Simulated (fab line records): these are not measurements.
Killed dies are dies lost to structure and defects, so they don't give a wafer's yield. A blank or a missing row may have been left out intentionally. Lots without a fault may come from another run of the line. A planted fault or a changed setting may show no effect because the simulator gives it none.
A struck lot beside a sound one | flow gf180mcu | 47 out of 602 route steps
Sound: the wafers L949.2, L949.4, L949.6. The struck wafers were L951.1, L951.2, L951.5. The cause is given at the end.
Per side, at each step with rows, come the tool, then ch with its chambers, and then its first start. Under that, the readings that differ: sound wafers | struck wafers | difference of the means | sigmas: that difference in standard deviations of wafers without a fault.
alike: readings with means less than 2 such deviations apart, plus words and numbers identical on both sides. not compared: withheld readings, readings lacking a value on some wafer, bounds such as >300 that could conceal the same value, and numbers that have no deviation in the record and whose values overlap.
The two part at a step that has a row with sigmas, a row that says differs or no value, or rows on one side only. Numbers that don't overlap but have no deviation are shown without sigmas and don't part them. Lack of a reading on every wafer of one side parts them only where that side has two or more wafers.

first, 8 steps without rows for these wafers: GF_DNWELL_DEHYDRATE_00 (time 60 s); GF_DNWELL_HMDS_01 (prime time 60 s); GF_DNWELL_COAT_02 (resist thk 3000 nm); GF_DNWELL_SOFTBAKE_03; GF_DNWELL_EXPOSE_04 (exposes mask DNWELL, target cd 1700 nm); GF_DNWELL_PEB_05; GF_DNWELL_DEVELOP_06 (develop time 60 s); GF_DNWELL_IMPLANT_07.
GF_DNWELL_STRIP_08: strips in O2/N2.
  sound on plasma asher-01 ch 0,1, day 5 04:28; struck on plasma asher-03 ch 0,1, day 5 10:25
  reading                      | sound             | struck            | difference | sigmas
  heater power w (W)           | 280 286 281       | 357 319 320       | +50        | +2
  strip time to endpoint s (s) | 36.90 36.91 36.96 | 37.10 37.13 37.14 | +0.20      | +2
  alike: drypump motor current A, oes product au
  not compared: rf hours counter h
GF_DNWELL_TW_MEAS_09:
  sound on film metro-03, day 5 04:34; struck on film metro-04, day 5 10:31
  alike: DNWELL_TW
then, 2 steps without rows for these wafers: GF_NWELL_DEHYDRATE_00 (time 60 s); GF_NWELL_HMDS_01 (prime time 60 s).
GF_NWELL_COAT_02: resist thk 3000 nm.
  sound on litho track-02 ch 0, day 5 11:47; struck on litho track-02, day 5 17:55
  no value came back on the struck wafers for chill plate temp C (C), dispense pressure kPa (kPa); on the sound wafers chill plate temp C (C) reads 22.86 22.93 23.02
then, 4 steps without rows for these wafers: GF_NWELL_SOFTBAKE_03; GF_NWELL_EXPOSE_04 (exposes mask Nwell, target cd 860 nm); GF_NWELL_PEB_05; GF_NWELL_DEVELOP_06 (develop time 60 s).
GF_NWELL_OVL_MEAS_07:
  sound on overlay-02, day 5 19:16; struck on overlay-02, day 6 01:16
  reading        | sound         | struck | difference                    | sigmas
  NWELL_OVL (nm) | -0.3 0.0 -1.4 | - - -  | no value on the struck wafers |
then, 2 steps without rows for these wafers: GF_NWELL_IMPLANT_08; GF_NWELL_IMPLANT_09.
GF_NWELL_STRIP_10: strips in O2/N2.
  sound on plasma asher-04 ch 0,1, day 5 19:36; struck on plasma asher-04 ch 0,1, day 6 01:37
  no value came back on the struck wafers for oes product au (a.u.), strip time to endpoint s (s); on the sound wafers oes product au (a.u.) reads 0.721 0.730 0.722
  alike: drypump motor current A, heater power w
  not compared: rf hours counter h
GF_NWELL_TW_MEAS_11:
  sound on film metro-04, day 5 19:43; struck on film metro-04, day 6 01:43
  alike: NWELL_TW
then, 7 steps without rows for these wafers: GF_LVPWELL_DEHYDRATE_00 (time 60 s); GF_LVPWELL_HMDS_01 (prime time 60 s); GF_LVPWELL_COAT_02 (resist thk 3000 nm); GF_LVPWELL_SOFTBAKE_03; GF_LVPWELL_EXPOSE_04 (exposes mask LVPWELL, target cd 600 nm); GF_LVPWELL_PEB_05; GF_LVPWELL_DEVELOP_06 (develop time 60 s).
GF_LVPWELL_OVL_MEAS_07:
  sound on overlay-01, day 6 10:28; struck on overlay-01, day 6 16:52
  alike: LVPWELL_OVL
then, 2 steps without rows for these wafers: GF_LVPWELL_IMPLANT_08; GF_LVPWELL_IMPLANT_09.
GF_LVPWELL_STRIP_10: strips in O2/N2.
  sound on plasma asher-03 ch 0,1, day 6 10:47; struck on plasma asher-02 ch 0,1, day 6 17:12
  alike: drypump motor current A, heater power w, oes product au, strip time to endpoint s
  not compared: rf hours counter h
GF_LVPWELL_TW_MEAS_11:
  sound on film metro-04, day 6 10:54; struck on film metro-02, day 6 17:18
  reading    | sound       | struck         | difference | sigmas
  LVPWELL_TW | 561 558 560 | 1580 1574 1574 | +1016      | +99 or more
then, 7 steps without rows for these wafers: GF_MVSD_DEHYDRATE_00 (time 60 s); GF_MVSD_HMDS_01 (prime time 60 s); GF_MVSD_COAT_02 (resist thk 3000 nm); GF_MVSD_SOFTBAKE_03; GF_MVSD_EXPOSE_04 (exposes mask MVSD, target cd 1000 nm); GF_MVSD_PEB_05; GF_MVSD_DEVELOP_06 (develop time 60 s).
GF_MVSD_OVL_MEAS_07:
  sound on overlay-02, day 7 02:28; struck on overlay-02, day 7 09:04
  alike: MVSD_OVL
GF_MVSD_TW_MEAS_11:
  sound on film metro-01, day 7 02:55; struck on film metro-01, day 7 09:30
  reading | sound          | struck         | difference | sigmas
  MVSD_TW | 1580 1570 1580 | 1972 1970 1962 | +391       | +39
GF_MVPSD_TW_MEAS_11:
  sound on film metro-01, day 7 18:52; struck on film metro-04, day 8 01:56
  reading  | sound       | struck         | difference | sigmas
  MVPSD_TW | 553 556 553 | 1595 1595 1591 | +1040      | +99 or more
GF_VT_IMPLANT_TW_MEAS_10:
  sound on film metro-04, day 8 11:46; struck on film metro-03, day 8 18:39
  reading       | sound       | struck         | difference | sigmas
  VT_IMPLANT_TW | 566 567 564 | 1602 1603 1605 | +1038      | +99 or more
GF_VT_IMPLANT_TW_MEAS_21:
  sound on film metro-04, day 9 04:46; struck on film metro-04, day 9 11:33
  reading         | sound          | struck         | difference | sigmas
  VT_IMPLANT_2_TW | 1216 1211 1212 | 1776 1774 1783 | +565       | +65
GF_VT_IMPLANT_TW_MEAS_32:
  sound on film metro-03, day 9 22:07; struck on film metro-04, day 10 05:07
  reading         | sound             | struck               | difference | sigmas
  VT_IMPLANT_3_TW | 270.3 270.4 270.0 | 1577.8 1576.1 1577.4 | +1306.9    | +99 or more

== WHERE THEY PART ==
Earliest at GF_DNWELL_STRIP_08; latest, in this record, at GF_VT_IMPLANT_TW_MEAS_32.

WHY: what the simulator had put in
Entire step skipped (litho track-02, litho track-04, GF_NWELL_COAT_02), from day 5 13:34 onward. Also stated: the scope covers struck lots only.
